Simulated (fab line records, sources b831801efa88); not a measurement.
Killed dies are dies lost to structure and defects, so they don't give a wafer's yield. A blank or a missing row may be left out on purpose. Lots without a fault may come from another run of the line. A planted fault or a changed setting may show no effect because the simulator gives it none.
Which tool did it? | flow sky130 | 7 lots, 21 wafers sampled, at 1 step of a route of 708

WHAT THE GAUGES READ, wafer by wafer
SKY_NWELL_THK_MEAS_02.
lot  | measured    | on            | NWELL_OXIDATION_THK (nm)
L946 | day 3 07:31 | film_metro-02 | 10.20 10.32 10.36
L950 | day 3 13:48 | film_metro-02 | 10.37 10.38 10.33
L953 | day 4 09:40 | film_metro-04 | 9.94 9.92 9.74
L956 | day 4 22:22 | film_metro-04 | 9.90 10.04 10.08
L964 | day 6 16:58 | film_metro-02 | 10.12 9.96 9.94
L966 | day 7 02:34 | film_metro-02 | 10.37 10.20 10.42
L968 | day 7 12:28 | film_metro-03 | 10.04 10.05 10.29

WHICH TOOL RAN EACH LOT (tool, then ch and the chambers of the sampled wafers, then the start)
The record holds no process step before these readings.

THE ANSWER, worked out from the rows above alone
Rule: what is usual is taken from the lots themselves. Put in order of their means at a reading, lots are off if they are a third of the lots or fewer, leave a main group of 4 or more, and stand apart from it by a gap of 3 or more times the standard deviation of the main group's means; of several such gaps the widest counts. A main group whose means are all the same, to the digits that the tables above print for the reading, isn't used. A lot without any number at a reading at which 4 lots or more have one is off too. The other lots that the step has rows for count as sound.
No lot is off at any reading shown: from this, nothing can be told.

WHAT THE SIMULATOR HAD PUT IN
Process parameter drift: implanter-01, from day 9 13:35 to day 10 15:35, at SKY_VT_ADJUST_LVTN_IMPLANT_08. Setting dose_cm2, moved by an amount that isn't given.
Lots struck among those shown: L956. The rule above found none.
